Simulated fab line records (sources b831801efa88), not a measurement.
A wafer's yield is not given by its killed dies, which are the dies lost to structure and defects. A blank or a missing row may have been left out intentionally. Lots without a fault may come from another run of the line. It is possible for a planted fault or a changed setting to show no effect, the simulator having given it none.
Which tool did it? :: flow sky130 :: 39 wafers from 13 lots sampled at 3 of the route's 708 steps

== WHAT EACH GAUGE READ, for each wafer ==
SKY_METAL5_RS_MEAS_05: measurement is done with a four-point probe. Usual: METAL5_ALCU_RS typically reads 0.02701 ohm/sq, with standard deviation 0.00027.
lot: L336
measured: day 42 11:50
on: film-metro-02
METAL5_ALCU_RS (ohm/sq): 0.02758 0.02765 0.02753
flag: 

lot: L337
measured: day 43 01:26
on: film-metro-03
METAL5_ALCU_RS (ohm/sq): 0.02688 0.02652 0.02648
flag: 

lot: L338
measured: day 43 14:50
on: film-metro-01
METAL5_ALCU_RS (ohm/sq): 0.02745 0.02741 0.02719
flag: 

lot: L340
measured: day 44 02:02
on: film-metro-01
METAL5_ALCU_RS (ohm/sq): 0.02694 0.02713 0.02694
flag: 

lot: L339
measured: day 44 02:46
on: film-metro-02
METAL5_ALCU_RS (ohm/sq): 0.02683 0.02666 0.02654
flag: 

lot: L341
measured: day 44 04:23
on: film-metro-02
METAL5_ALCU_RS (ohm/sq): 0.02686 0.02658 0.02658
flag: 

lot: L343
measured: day 44 20:17
on: film-metro-03
METAL5_ALCU_RS (ohm/sq): 0.02719 0.02691 0.02709
flag: 

lot: L344
measured: day 45 01:27
on: film-metro-03
METAL5_ALCU_RS (ohm/sq): 0.02684 0.0268 0.02681
flag: 

lot: L345
measured: day 45 08:37
on: film-metro-03
METAL5_ALCU_RS (ohm/sq): 0.02719 0.02717 0.0269
flag: 

lot: L348
measured: day 46 09:10
on: film-metro-02
METAL5_ALCU_RS (ohm/sq): 0.02729 0.02746 0.02709 0.02724 0.02744 0.02707
flag: 

lot: L350
measured: day 46 14:47
on: film-metro-02
METAL5_ALCU_RS (ohm/sq): 0.02712 0.02719 0.02702 0.02716 0.02717 0.02701
flag: 

lot: L351
measured: day 46 15:23
on: film-metro-03
METAL5_ALCU_RS (ohm/sq): 0.0268 0.02685 0.02682 0.02674 0.02685 0.0268
flag: 

lot: L358
measured: day 48 18:43
on: film-metro-02
METAL5_ALCU_RS (ohm/sq): 0.02736 0.02768 0.02734
flag: 

SKY_METAL5_THK_MEAS_06: measures by xrf. Usual: METAL5_ALCU_THK typically reads 1166 nm, with standard deviation 13.
lot: L336
measured: day 42 11:57
on: film-metro-02
METAL5_ALCU_THK (nm): 1143 1136 1149
flag: 

lot: L337
measured: day 43 01:33
on: film-metro-03
METAL5_ALCU_THK (nm): 1162 1176 1177
flag: 

lot: L338
measured: day 43 14:57
on: film-metro-01
METAL5_ALCU_THK (nm): 1154 1159 1172
flag: 

lot: L340
measured: day 44 02:09
on: film-metro-01
METAL5_ALCU_THK (nm): 1181 1172 1174
flag: 

lot: L339
measured: day 44 02:53
on: film-metro-02
METAL5_ALCU_THK (nm): 1176 1184 1185
flag: 

lot: L341
measured: day 44 04:29
on: film-metro-02
METAL5_ALCU_THK (nm): 1183 1190 1191
flag: 

lot: L343
measured: day 44 20:24
on: film-metro-03
METAL5_ALCU_THK (nm): 1148 1167 1162
flag: 

lot: L344
measured: day 45 01:34
on: film-metro-03
METAL5_ALCU_THK (nm): 1161 1168 1172
flag: 

lot: L345
measured: day 45 08:43
on: film-metro-03
METAL5_ALCU_THK (nm): 1145 1145 1162
flag: 

lot: L348
measured: day 46 12:14
on: film-metro-02
METAL5_ALCU_THK (nm): 1018 1006 1027 1021 1013 1026
flag: OFF

lot: L350
measured: day 46 17:53
on: film-metro-02
METAL5_ALCU_THK (nm): 1027 1022 1029 1026 1025 1030
flag: OFF

lot: L351
measured: day 46 18:23
on: film-metro-03
METAL5_ALCU_THK (nm): 1030 1019 1034 1027 1023 1023
flag: OFF

lot: L358
measured: day 48 18:50
on: film-metro-02
METAL5_ALCU_THK (nm): 1152 1136 1152
flag: 

== TOOL THAT RAN EACH LOT (tool first, then ch and the chambers of the sampled wafers, then the start) ==
lot: L336
SKY_METAL5_SPUTTER_04: pvd-sputter-03, day 42 11:47

lot: L337
SKY_METAL5_SPUTTER_04: pvd-sputter-01, day 43 01:23

lot: L338
SKY_METAL5_SPUTTER_04: pvd-sputter-02, day 43 14:46

lot: L340
SKY_METAL5_SPUTTER_04: pvd-sputter-03, day 44 01:59

lot: L339
SKY_METAL5_SPUTTER_04: pvd-sputter-01, day 44 02:43

lot: L341
SKY_METAL5_SPUTTER_04: pvd-sputter-01, day 44 04:19

lot: L343
SKY_METAL5_SPUTTER_04: pvd-sputter-01, day 44 20:13

lot: L344
SKY_METAL5_SPUTTER_04: pvd-sputter-01, day 45 01:23

lot: L345
SKY_METAL5_SPUTTER_04: pvd-sputter-01, day 45 08:32

lot: L348
SKY_METAL5_SPUTTER_04: pvd-sputter-01, day 46 09:06

lot: L350
SKY_METAL5_SPUTTER_04: pvd-sputter-01, day 46 14:43

lot: L351
SKY_METAL5_SPUTTER_04: pvd-sputter-01, day 46 15:19

lot: L358
SKY_METAL5_SPUTTER_04: pvd-sputter-02, day 48 18:40
- SKY_METAL5_SPUTTER_04: material TiN, target thk 70 nm, time 58.3 s.

== WHAT THE TOOLS THEMSELVES READ (means of the sampled wafers that have a number; where no wafer has one, the mark that the record gives instead) ==
SKY_METAL5_SPUTTER_04. Usual: throttle-valve-pct at 30.2 %, with a standard deviation of 1.1.
lot: L336
tool: pvd-sputter-03
throttle-valve-pct (%): 30.4
flag: 

lot: L337
tool: pvd-sputter-01
throttle-valve-pct (%): 30.6
flag: 

lot: L338
tool: pvd-sputter-02
throttle-valve-pct (%): 31.7
flag: 

lot: L340
tool: pvd-sputter-03
throttle-valve-pct (%): 29.4
flag: 

lot: L339
tool: pvd-sputter-01
throttle-valve-pct (%): 30.6
flag: 

lot: L341
tool: pvd-sputter-01
throttle-valve-pct (%): 30.1
flag: 

lot: L343
tool: pvd-sputter-01
throttle-valve-pct (%): 30.1
flag: 

lot: L344
tool: pvd-sputter-01
throttle-valve-pct (%): 30.9
flag: 

lot: L345
tool: pvd-sputter-01
throttle-valve-pct (%): 30.3
flag: 

lot: L348
tool: pvd-sputter-01
throttle-valve-pct (%): 31.1
flag: 

lot: L350
tool: pvd-sputter-01
throttle-valve-pct (%): 30.3
flag: 

lot: L351
tool: pvd-sputter-01
throttle-valve-pct (%): 30.0
flag: 

lot: L358
tool: pvd-sputter-02
throttle-valve-pct (%): 28.8
flag: 

== THE ANSWER, worked out from the rows above alone ==
Rule: a lot counts as off when the mean over its wafers that have a number is more than 3 standard deviations away from the usual mean. A lot without any number at a reading at which 4 lots or more have one is off too. Where the step has rows for the other lots, those lots are counted as sound. After the gauges, taken in route order, come the tools' own readings; for these a lot's mean is taken, as printed above. At the first step where some lot is off, the reading lying furthest off is the one used; lots without a number count as furthest.
Off: L348, L350, L351, at SKY_METAL5_THK_MEAS_06 (METAL5_ALCU_THK).
A tool fits if, at a process step before that reading, it ran every lot that is off, and no sound lot after the first of them. Those tools and the gauges at SKY_METAL5_THK_MEAS_06 are tried in the same way. One fits: SKY_METAL5_SPUTTER_04 on pvd-sputter-01. Its last sound lot is L345 (day 45 08:32), its first lot that is off L348 (day 46 09:06): a fault that began between those two fits.

== WHAT HAD BEEN PUT IN BY THE SIMULATOR ==
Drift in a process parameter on pvd-sputter-01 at SKY_METAL5_SPUTTER_04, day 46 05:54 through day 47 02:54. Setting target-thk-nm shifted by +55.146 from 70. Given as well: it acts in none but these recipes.
Lots struck among those shown: L348, L350, L351. Same finding as the rule above.
